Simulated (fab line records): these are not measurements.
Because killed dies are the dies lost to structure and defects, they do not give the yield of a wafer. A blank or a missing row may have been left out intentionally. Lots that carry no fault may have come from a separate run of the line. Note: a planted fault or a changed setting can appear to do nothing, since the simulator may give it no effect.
What tool caused it?	flow sky130	6 lots, 18 wafers sampled, at 1 step of a route of 708

WHAT THE GAUGES READ, wafer by wafer
SKY_LI_CONTACT_BOW_MEAS_03.
lot	measured	on	LI_CONTACT_BOW (um)
L749	day 28 21:06	film-metro-04	61 61 74
L751	day 30 10:23	film-metro-04	61 52 56
L755	day 31 09:23	film-metro-03	50 66 57
L757	day 32 01:17	film-metro-01	62 62 69
L767	day 34 23:50	film-metro-04	56 65 47
L768	day 35 14:13	film-metro-04	54 52 46

EACH LOT AND THE TOOL THAT RAN IT (in order: tool; ch and the chambers of the sampled wafers; start)
Before these readings, the record contains no process step.

THE ANSWER, worked out from the rows above alone
Rule: the lots themselves supply what counts as usual. Put in order of their means at a reading, lots are off if they are a third of the lots or fewer, leave a main group of 4 or more, and stand apart from it by a gap of 3 or more times the standard deviation of the main group's means; of several such gaps the widest counts. If all means in a main group match to the digits the tables above print for the reading, that group is not used. A lot without any number at a reading at which 4 lots or more have one is off too. Where the step has rows for the other lots, those lots are counted as sound.
No lot is off on any of the readings shown, so nothing can be concluded from this.

WHAT THE SIMULATOR PUT IN
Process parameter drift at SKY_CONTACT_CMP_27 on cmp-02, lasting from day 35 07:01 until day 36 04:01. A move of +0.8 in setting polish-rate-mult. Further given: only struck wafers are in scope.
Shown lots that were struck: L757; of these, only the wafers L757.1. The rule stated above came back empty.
